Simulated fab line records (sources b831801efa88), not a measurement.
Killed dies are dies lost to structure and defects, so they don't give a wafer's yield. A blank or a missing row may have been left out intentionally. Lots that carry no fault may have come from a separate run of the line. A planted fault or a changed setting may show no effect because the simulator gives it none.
One fault seen from 2 desks + flow gf180mcu + what lay behind the numbers comes last; until then each desk has only its own

TOOL OWNER'S DESK, implanter-01
For each lot that ran on this tool, the mean over its sampled wafers that have a number, from the tool's own readings at GF_NWELL_IMPLANT_09. The brackets show how far a lot's mean lies from the usual mean; more than 4 standard deviations puts the lot out of limits, marked OUT.
Columns: A = beam-energy-keV at GF_NWELL_IMPLANT_09, usual 159.99
| lot  | first seen here | A                        |
|------|-----------------|--------------------------|
| L403 | day 4 21:23     | 159.93                   |
| L409 | day 6 08:22     | 145.49 (-99 or more) OUT |
| L410 | day 6 14:09     | 145.53 (-99 or more) OUT |
Finding of this desk: L409, L410 out of limits; the first was L409 at day 6 08:22, on beam-energy-keV at GF_NWELL_IMPLANT_09. L403 stayed within limits.

METROLOGY DESK
Means of the sampled wafers that have a number, per lot and without regard to the tool the lot ran on: this is what the gauges read. The brackets show how far a lot's mean lies from the usual mean; more than 4 standard deviations puts the lot out of limits, marked OUT.
Columns: A = DNWELL_TW at GF_DNWELL_TW_MEAS_09, usual 1342; B = NWELL_OVL at GF_NWELL_OVL_MEAS_07, usual -0.3 nm
| lot  | first seen here | A    | B    |
|------|-----------------|------|------|
| L401 | day 3 21:21     | 1342 | 1.9  |
| L403 | day 4 07:22     | 1332 | 0.0  |
| L409 | day 5 18:05     | 1374 | 1.3  |
| L410 | day 5 23:14     | 1335 | -1.6 |
| L418 | day 7 16:26     | 1363 | -2.4 |
| L419 | day 7 21:23     | 1334 | 1.6  |
This desk's finding: nothing out of limits on any of the 6 lots.

TAKEN TOGETHER
On L409, L410, at day 6 08:22, an alarm was possible from the tool owner's desk.
At the metrology desk, nothing out of limits was observed.
The metrology desk holds a record of L409, L410, inside its limits.
Every lot named ran GF_NWELL_IMPLANT_09 on implanter-01.

WHAT THE SIMULATOR HAD PUT IN
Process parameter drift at GF_NWELL_IMPLANT_09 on implanter-01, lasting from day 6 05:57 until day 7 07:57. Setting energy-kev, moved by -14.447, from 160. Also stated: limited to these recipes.
Lots struck among those shown: L409, L410.
Each desk's first reading out of limits, in hours after the fault started: the tool owner's desk, 2.
